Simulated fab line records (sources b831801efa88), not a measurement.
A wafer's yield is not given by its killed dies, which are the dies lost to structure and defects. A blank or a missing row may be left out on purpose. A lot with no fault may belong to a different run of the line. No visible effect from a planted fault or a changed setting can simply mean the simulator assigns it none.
Chamber matching -- flow sky130 -- 4 sister chambers for SKY_VIA2_CMP_02 on cmp-01
The step polishes SiO2. 7 wafers are shown with their chamber, then 8 later ones without.

WAFERS, EACH WITH ITS CHAMBER
wafer,chamber,motorCurrentA (A),edgeZonePressureFrac
L647.3,0,13.1,0.998
L649.3,2,11.2,1.001
L649.5,3,11.9,0.998
L651.2,3,12.4,0.998
L651.3,1,11.3,1.006
L651.4,0,13.7,0.995
L652.2,1,11.2,1.000

WAFERS WITH NO CHAMBER GIVEN
wafer,motorCurrentA (A),edgeZonePressureFrac
L652.3,10.7,0.996
L652.6,11.1,1.008
L654.1,13.2,0.995
L654.2,11.1,1.001
L654.5,10.9,0.997
L656.3,12.6,1.001
L656.4,11.6,1.008
L656.6,13.2,1.002

EACH ONE'S CHAMBER
wafer,from the rows above,in truth
L652.3,can't be placed: 2 or 1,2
L652.6,can't be placed: 1 or 2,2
L654.1,0,0
L654.2,can't be placed: 2 or 1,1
L654.5,can't be placed: 2 or 1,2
L656.3,can't be placed: 3 or 0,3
L656.4,can't be placed: 1 or 2 or 3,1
L656.6,can't be placed: 0 or 3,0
1 of 8 placed correctly. These rows do not allow placing 7 (true chamber among the candidates in 7). Placed wrongly: 0.
How it was worked out, from the rows above alone: a wafer's distance from a chamber is the root of the sum, over the readings, of the square of ((its reading less the chamber's mean) divided by the reading's scatter). The wafer belongs to the nearest chamber; if the next one is less than 2 further off, it can't be placed. A chamber's mean is the mean of its shown wafers. How the scatter is found: for the shown wafers, subtract from each reading the mean of its chamber, square and add these, divide the total by (wafers less chambers), then take the root.
